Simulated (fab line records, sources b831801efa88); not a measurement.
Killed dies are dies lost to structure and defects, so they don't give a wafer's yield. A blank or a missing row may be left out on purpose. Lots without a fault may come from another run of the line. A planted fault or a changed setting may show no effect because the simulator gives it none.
Split-lot experiment | flow sfq_line | 5 lots, 23 wafers read, on a route of 325 steps

THE SPLIT
At SFQ_TRILAYER_I0_VIA_LITHO_COAT_036 (resist thk 62 nm), the setting spin_rpm was moved away from the recipe's 3000 rpm on 7 of the 23 wafers read, by -6.8% to +7.2%. The other wafers ran this setting at the recipe's value.

The reading is taken at the split's own step.

THE READING
BARC_of_TRILAYER_I0_VIA_LITHO_COAT_036.thk_nm (the simulator's own value, which no gauge read), in nm, at SFQ_TRILAYER_I0_VIA_LITHO_COAT_036 (resist thk 62 nm). The file gives no usual value for it. The 16 wafers here that ran the recipe average 61.99 nm, standard deviation 0.1 nm.

wafer  | tool, chamber at the split | spin_rpm as run, rpm | against the recipe | BARC_of_TRILAYER_I0_VIA_LITHO_COAT_036.thk_nm, nm | against lot-mates on the recipe
L076.1 | litho_track-03, 0          | 3000                 | recipe             | 62.09                                             | -
L076.2 | litho_track-03, 0          | 3000                 | recipe             | 62.02                                             | -
L076.6 | litho_track-03, 0          | 3000                 | recipe             | 62.02                                             | -
L076.3 | litho_track-03, 0          | 3000                 | recipe             | 61.85                                             | -
L076.4 | litho_track-03, 0          | 3000                 | recipe             | 62                                                | -
L078.1 | litho_track-01, 0          | 3000                 | recipe             | 62.11                                             | -
L078.2 | litho_track-01, 0          | 3000                 | recipe             | 62.15                                             | -
L078.4 | litho_track-01, 0          | 3059                 | +2.0%              | 61.58                                             | -0.55
L078.5 | litho_track-01, 0          | 3059                 | +2.0%              | 61.39                                             | -0.74
L078.6 | litho_track-01, 0          | 3059                 | +2.0%              | 61.56                                             | -0.57
L079.2 | litho_track-04, 0          | 3000                 | recipe             | 62.04                                             | -
L079.3 | litho_track-04, 0          | 3000                 | recipe             | 62.16                                             | -
L079.5 | litho_track-04, 0          | 3000                 | recipe             | 62.06                                             | -
L080.1 | litho_track-04, 0          | 2796                 | -6.8%              | 64.12                                             | +2.21
L080.3 | litho_track-04, 0          | 2796                 | -6.8%              | 64.07                                             | +2.16
L080.4 | litho_track-04, 0          | 3000                 | recipe             | 61.97                                             | -
L080.5 | litho_track-04, 0          | 3000                 | recipe             | 61.79                                             | -
L080.6 | litho_track-04, 0          | 3000                 | recipe             | 61.96                                             | -
L081.1 | litho_track-03, 0          | 3215                 | +7.2%              | 59.73                                             | -2.17
L081.2 | litho_track-03, 0          | 3215                 | +7.2%              | 59.75                                             | -2.15
L081.4 | litho_track-03, 0          | 3000                 | recipe             | 61.88                                             | -
L081.5 | litho_track-03, 0          | 3000                 | recipe             | 61.91                                             | -
L081.6 | litho_track-03, 0          | 3000                 | recipe             | 61.9                                              | -

THE FIT
A straight line over all 23 wafers: BARC_of_TRILAYER_I0_VIA_LITHO_COAT_036.thk_nm changes by -0.309 nm for each +1% of spin_rpm; r = -0.99; the points scatter about the line by 0.11 nm.
The same after taking each lot's own level away (the mean of its wafers on the recipe; 23 wafers): -0.311 nm for each +1%; r = -1.00; scatter 0.07 nm.
On that fit, the largest move of spin_rpm shifts the reading by 2.2 nm.
The lots' own levels span 61.897 to 62.130 nm, that is 2.2 times the standard deviation above.
So the lot-to-lot level changes the slope little: the two slopes agree.
Check: with one of the wafers moved furthest among these (+7.2%) left out of the fit, the line predicts -2.24 nm for it against its lot-mates. It came out at -2.17 nm against them.

OTHER SPLITS ON THESE WAFERS
These wafers also went through other splits before the reading. Each is held against what the fit with the lots' levels taken away leaves over:
other split on the same wafers                    | wafers away from the commonest value | r with BARC_of_TRILAYER_I0_VIA_LITHO_COAT_036.thk_nm (lot level and that fit taken away)
SFQ_TRILAYER_INCOMING_OXIDATION_002 ox_time_s     | 15                                   | -0.19
SFQ_TRILAYER_L0_LITHO_PEB_008 peb_time_s          | 9                                    | +0.22
SFQ_TRILAYER_L0_BARC_OPEN_METAL_ETCH_010 icp_w    | 6                                    | -0.27
SFQ_TRILAYER_L0_VIA_LITHO_PEB_016 peb_temp_c      | 7                                    | -0.01
SFQ_TRILAYER_L0_VIA_BARC_OPEN_VIA_ETCH_021 time_s | 6                                    | +0.11
SFQ_TRILAYER_M0_DEP_SPUTTER_019 time_s            | 8                                    | +0.14
SFQ_TRILAYER_M0_LITHO_PEB_024 peb_time_s          | 9                                    | -0.08
SFQ_TRILAYER_I0_CMP_CMP_028 leave_above_ref_nm    | 7                                    | -0.23

THE FILE'S OWN FIT
BARC_of_TRILAYER_I0_VIA_LITHO_COAT_036.thk_nm changes by -0.311 nm for each +1% of spin_rpm, r = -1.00.
